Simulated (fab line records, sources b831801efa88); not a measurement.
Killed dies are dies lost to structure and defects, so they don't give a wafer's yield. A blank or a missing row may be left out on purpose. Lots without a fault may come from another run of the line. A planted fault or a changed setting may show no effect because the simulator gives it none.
One fault seen from 2 desks | flow gf180mcu | each desk has only its own numbers; what lay behind them comes last

THE TOOL OWNER'S DESK: litho_track-01
The tool's own readings at GF_NSD_DEVELOP_06 (develop time 60 s): means of the sampled wafers that have a number, for each lot that ran on this tool. A lot is out of limits, marked OUT, if its mean lies more than 4 standard deviations from the usual mean; the brackets give that distance.
Columns: A = chill_plate_temp_C at GF_NSD_DEVELOP_06, usual 22.98 C; B = exhaust_pa at GF_NSD_DEVELOP_06, usual 45.1 Pa
lot  | first seen here | A     | B
L498 | day 13 12:32    | 23.00 | 44.9
L504 | day 15 22:01    | 22.97 | 44.2
L512 | day 18 11:23    | 22.86 | 45.3
L515 | day 19 13:56    | 22.94 | 44.9
L516 | day 20 00:17    | 22.95 | 45.3
This desk's finding: nothing out of limits on any of the 5 lots.

THE METROLOGY DESK
What the gauges read, lot by lot, whatever tool the lot ran on: means of the sampled wafers that have a number. A lot is out of limits, marked OUT, if its mean lies more than 4 standard deviations from the usual mean; the brackets give that distance.
Columns: A = cd_nm at GF_HV_LDD_CD_MEAS_07, usual 399.5 nm; B = HV_LDD_01_OVL at GF_HV_LDD_OVL_MEAS_20, usual -0.7 nm; C = cd_nm at GF_HV_LDD_CD_MEAS_31, usual 400.3 nm; D = cd_nm at GF_NSD_CD_MEAS_07, usual 400.1 nm; E = NSD_OVL at GF_NSD_OVL_MEAS_08, usual 0.4 nm; F = NSD_TW at GF_NSD_TW_MEAS_12, usual 4262
lot  | first seen here | A     | B    | C     | D     | E    | F
L498 | day 10 05:37    | 396.2 | -0.6 | 401.0 | 397.6 | 0.9  | 4317
L501 | day 11 14:13    | 398.8 | -0.1 | 403.7 | 397.0 | 0.6  | 4305
L504 | day 12 07:56    | 397.6 | -1.3 | 395.4 | 402.0 | 1.3  | 4279
L505 | day 12 20:51    | 395.5 | -0.3 | 399.9 | 402.6 | 0.5  | 4277
L506 | day 13 02:34    | 401.1 | -0.5 | 398.4 | 400.8 | 1.3  | 4268
L508 | day 13 12:05    | 398.3 | -0.7 | 400.4 | 401.7 | -0.3 | 4264
L512 | day 14 13:34    | 398.2 | -2.1 | 397.3 | -     | -    | 30 (-99 or more) OUT
L514 | day 15 06:43    | 400.3 | 0.9  | 400.5 | 406.1 | 1.8  | 4248
L515 | day 15 14:10    | 403.4 | -1.6 | 401.1 | -     | -    | 30 (-99 or more) OUT
L516 | day 15 22:47    | 396.5 | -0.2 | 401.8 | -     | -    | 30 (-99 or more) OUT
L517 | day 16 05:34    | 399.8 | -1.7 | 399.5 | 399.5 | 1.8  | 4327
L519 | day 16 19:35    | 401.1 | -0.7 | 401.6 | 399.4 | 1.0  | 4234
L520 | day 17 13:07    | 398.2 | -0.3 | 399.9 | 401.2 | 0.7  | 4287
This desk's finding: out of limits on L512, L515, L516; first on L512, day 18 12:06 (NSD_TW at GF_NSD_TW_MEAS_12). In limits: L498, L501, L504, L505, L506, L508, L514, L517, L519, L520.

PUT TOGETHER
The metrology desk could have raised an alarm at day 18 12:06, on L512, L515, L516.
The tool owner's desk saw nothing out of limits.
The tool owner's desk has L512, L515, L516 on record, within its limits.
Of the lots named, all ran GF_NSD_DEVELOP_06 on litho_track-01.

WHAT THE SIMULATOR HAD PUT IN
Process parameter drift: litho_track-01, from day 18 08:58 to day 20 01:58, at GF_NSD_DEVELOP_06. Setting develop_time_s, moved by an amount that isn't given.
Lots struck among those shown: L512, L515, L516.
Hours from the fault's start to each desk's first reading out of limits: the metrology desk, 3.
